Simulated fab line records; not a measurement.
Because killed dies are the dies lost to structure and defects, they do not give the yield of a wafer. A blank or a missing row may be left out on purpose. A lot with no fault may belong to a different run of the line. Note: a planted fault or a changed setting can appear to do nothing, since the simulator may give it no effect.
What tool caused it? :: flow sfq-line :: at 1 step of a route of 325, 15 lots with 45 wafers sampled

## WHAT THE GAUGES SHOWED, per wafer
Not one reading of a measure or inspect step in the record can be checked against a usual standard deviation.

## TOOL THAT RAN EACH LOT (tool first, then ch and the chambers of the sampled wafers, then the start)
lot: L116
SFQ_TRILAYER_M6_LITHO_COAT_159: litho-track-02 ch 0, day 67 15:41

lot: L119
SFQ_TRILAYER_M6_LITHO_COAT_159: litho-track-01 ch 0, day 68 09:47

lot: L120
SFQ_TRILAYER_M6_LITHO_COAT_159: litho-track-03 ch 0, day 68 11:04

lot: L121
SFQ_TRILAYER_M6_LITHO_COAT_159: litho-track-03 ch 0, day 68 16:02

lot: L122
SFQ_TRILAYER_M6_LITHO_COAT_159: litho-track-03 ch 0, day 69 03:45

lot: L123
SFQ_TRILAYER_M6_LITHO_COAT_159: litho-track-02 ch 0, day 70 04:01

lot: L125
SFQ_TRILAYER_M6_LITHO_COAT_159: litho-track-02 ch 0, day 71 08:05

lot: L129
SFQ_TRILAYER_M6_LITHO_COAT_159: litho-track-01 ch 0, day 71 20:29

lot: L130
SFQ_TRILAYER_M6_LITHO_COAT_159: litho-track-03 ch 0, day 71 23:58

lot: L132
SFQ_TRILAYER_M6_LITHO_COAT_159: litho-track-03 ch 0, day 72 13:04

lot: L133
SFQ_TRILAYER_M6_LITHO_COAT_159: litho-track-03 ch 0, day 73 01:07

lot: L134
SFQ_TRILAYER_M6_LITHO_COAT_159: litho-track-02 ch 0, day 73 08:26

lot: L135
SFQ_TRILAYER_M6_LITHO_COAT_159: litho-track-01 ch 0, day 73 14:26

lot: L136
SFQ_TRILAYER_M6_LITHO_COAT_159: litho-track-02 ch 0, day 73 17:59

lot: L137
SFQ_TRILAYER_M6_LITHO_COAT_159: litho-track-02 ch 0, day 73 21:53
- SFQ_TRILAYER_M6_LITHO_COAT_159: resist thk 600 nm.

## WHAT THE TOOLS THEMSELVES READ (means of the sampled wafers that have a number; where no wafer has one, the mark that the record gives instead)
SFQ_TRILAYER_M6_LITHO_COAT_159.
lot: L116
tool: litho-track-02
spin-speed-rpm (rpm): 3000.1

lot: L119
tool: litho-track-01
spin-speed-rpm (rpm): 3002.2

lot: L120
tool: litho-track-03
spin-speed-rpm (rpm): 3000.1

lot: L121
tool: litho-track-03
spin-speed-rpm (rpm): 3000.3

lot: L122
tool: litho-track-03
spin-speed-rpm (rpm): 2997.9

lot: L123
tool: litho-track-02
spin-speed-rpm (rpm): 3002.7

lot: L125
tool: litho-track-02
spin-speed-rpm (rpm): 3001.6

lot: L129
tool: litho-track-01
spin-speed-rpm (rpm): 3000.4

lot: L130
tool: litho-track-03
spin-speed-rpm (rpm): 4060.4

lot: L132
tool: litho-track-03
spin-speed-rpm (rpm): 4062.3

lot: L133
tool: litho-track-03
spin-speed-rpm (rpm): 4059.8

lot: L134
tool: litho-track-02
spin-speed-rpm (rpm): 2999.7

lot: L135
tool: litho-track-01
spin-speed-rpm (rpm): 2997.3

lot: L136
tool: litho-track-02
spin-speed-rpm (rpm): 3000.5

lot: L137
tool: litho-track-02
spin-speed-rpm (rpm): 3000.0

## THE ANSWER, worked out from the rows above alone
Rule: what is usual is taken from the lots themselves. The widest of any qualifying gaps counts: lots, ordered by their means at a reading, are off when they make up no more than a third of the lots, leave a main group of 4 or more, and stand apart from it by 3 or more times the standard deviation of that group's means. If all means in a main group match to the digits the tables above print for the reading, that group is not used. A lot without any number at a reading at which 4 lots or more have one is off too. All remaining lots with rows at the step are treated as sound. After the gauges, taken in route order, come the tools' own readings; for these a lot's mean is taken, as printed above. The first step at which some lot is off is used, and at that step the reading that is off furthest; a lot without a number counts as furthest.
Off: L130, L132, L133 (SFQ_TRILAYER_M6_LITHO_COAT_159, spin-speed-rpm). Main group: mean 3000.2 rpm, sd 1.5.
A tool fits if, at that step or a process step before it, it ran every lot that is off, and no sound lot after the first of them. One fits: litho-track-03 at SFQ_TRILAYER_M6_LITHO_COAT_159. A fault onset in the window from L122 (day 69 03:45, its last sound lot) to L130 (day 71 23:58, its first lot off) fits.
The tool's own readings at SFQ_TRILAYER_M6_LITHO_COAT_159 bear it out: on the lots that are off they differ by more than 5 times the standard deviation of the sound lots' means. spin-speed-rpm reads 4060.8 rpm there against 3000.2 rpm on the sound lots.

## WHAT THE SIMULATOR HAD PUT IN
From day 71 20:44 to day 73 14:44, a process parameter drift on litho-track-03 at SFQ_TRILAYER_M6_LITHO_COAT_159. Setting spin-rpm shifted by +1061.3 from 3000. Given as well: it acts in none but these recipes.
Shown lots that were struck: L130, L132, L133. The same result came from the rule above.
